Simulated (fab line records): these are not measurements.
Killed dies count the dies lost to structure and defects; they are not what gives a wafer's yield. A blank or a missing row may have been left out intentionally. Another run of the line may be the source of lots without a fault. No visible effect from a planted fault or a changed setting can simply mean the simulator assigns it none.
Chamber matching -- flow sky130 -- 4 sister chambers for SKY_VIA1_CMP_02 on cmp-01
The step polishes SiO2. 4 wafers are shown with their chamber, then 12 later ones without.

## EACH WAFER AND ITS CHAMBER
wafer,chamber,motor_current_A (A)
L084.1,0,13.2
L085.1,1,12.4
L085.3,2,13.0
L085.6,3,12.6

## WAFERS WITHOUT THEIR CHAMBER
wafer,motor_current_A (A)
L087.2,12.0
L087.4,12.6
L087.5,12.1
L091.2,12.2
L091.4,12.6
L091.5,12.7
L093.2,13.2
L093.3,12.9
L093.5,13.6
L095.1,13.2
L095.2,13.2
L095.3,12.5

## EACH ONE'S CHAMBER
wafer,from the rows above,in truth
L087.2,can't be placed: 1 or 3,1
L087.4,can't be placed: 3 or 1 or 2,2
L087.5,can't be placed: 1 or 3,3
L091.2,can't be placed: 1 or 3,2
L091.4,can't be placed: 3 or 1 or 2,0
L091.5,can't be placed: 3 or 1 or 2 or 0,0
L093.2,can't be placed: 0 or 2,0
L093.3,can't be placed: 2 or 0 or 3 or 1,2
L093.5,can't be placed: 0 or 2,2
L095.1,can't be placed: 0 or 2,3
L095.2,can't be placed: 0 or 2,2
L095.3,can't be placed: 1 or 3 or 2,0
0 of 12 placed correctly. Not placeable from these rows: 12 (in 8, the candidates include the true chamber). Placed wrongly: 0.
How it was worked out, from the rows above alone: a wafer's distance from a chamber is the root of the sum, over the readings, of the square of ((its reading less the chamber's mean) divided by the reading's scatter). The wafer belongs to the nearest chamber; if the next one is less than 2 further off, it can't be placed. A chamber's mean is the mean of its shown wafers. The scatter: with one shown wafer a chamber, the root of the mean of the squares of how far each hidden wafer lies from its nearest shown one.
